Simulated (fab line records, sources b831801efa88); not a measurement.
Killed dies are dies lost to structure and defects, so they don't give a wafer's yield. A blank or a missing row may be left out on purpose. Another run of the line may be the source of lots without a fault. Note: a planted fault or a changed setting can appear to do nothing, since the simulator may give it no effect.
The tool behind it: which one?	flow sky130	33 wafers sampled from 11 lots at 1 step of a route of 708

## WHAT THE GAUGES SHOWED, per wafer
SKY_VIA1_OVL_MEAS_13.
lot	measured	on	VIA1_OVL (nm)
L260	day 33 23:33	overlay-01	6 8 4
L261	day 34 07:27	overlay-02	8 3 0
L262	day 34 10:32	overlay-02	7 5 13
L263	day 35 00:02	overlay-02	5 7 3
L264	day 35 12:14	overlay-01	-14 -4 -14
L266	day 35 20:41	overlay-02	6 3 0
L268	day 36 09:05	overlay-01	4 2 5
L271	day 37 21:08	overlay-01	2 0 -1
L273	day 38 09:25	overlay-01	-1 0 4
L275	day 38 21:32	overlay-02	0 -3 -7
L277	day 39 11:44	overlay-01	-6 -6 3

## WHICH TOOL RAN EACH LOT (tool, then ch and the chambers of the sampled wafers, then the start)
There is no process step in the record ahead of these readings.

## THE ANSWER, worked out from the rows above alone
Rule: the usual values come from the lots themselves. The widest of any qualifying gaps counts: lots, ordered by their means at a reading, are off when they make up no more than a third of the lots, leave a main group of 4 or more, and stand apart from it by 3 or more times the standard deviation of that group's means. A main group whose means are all the same, to the digits that the tables above print for the reading, isn't used. Also off: a lot with no number at a reading for which 4 or more lots have one. The other lots that the step has rows for count as sound.
Nothing can be told from this: no lot is off at any reading shown.

## WHAT THE SIMULATOR HAD INSERTED
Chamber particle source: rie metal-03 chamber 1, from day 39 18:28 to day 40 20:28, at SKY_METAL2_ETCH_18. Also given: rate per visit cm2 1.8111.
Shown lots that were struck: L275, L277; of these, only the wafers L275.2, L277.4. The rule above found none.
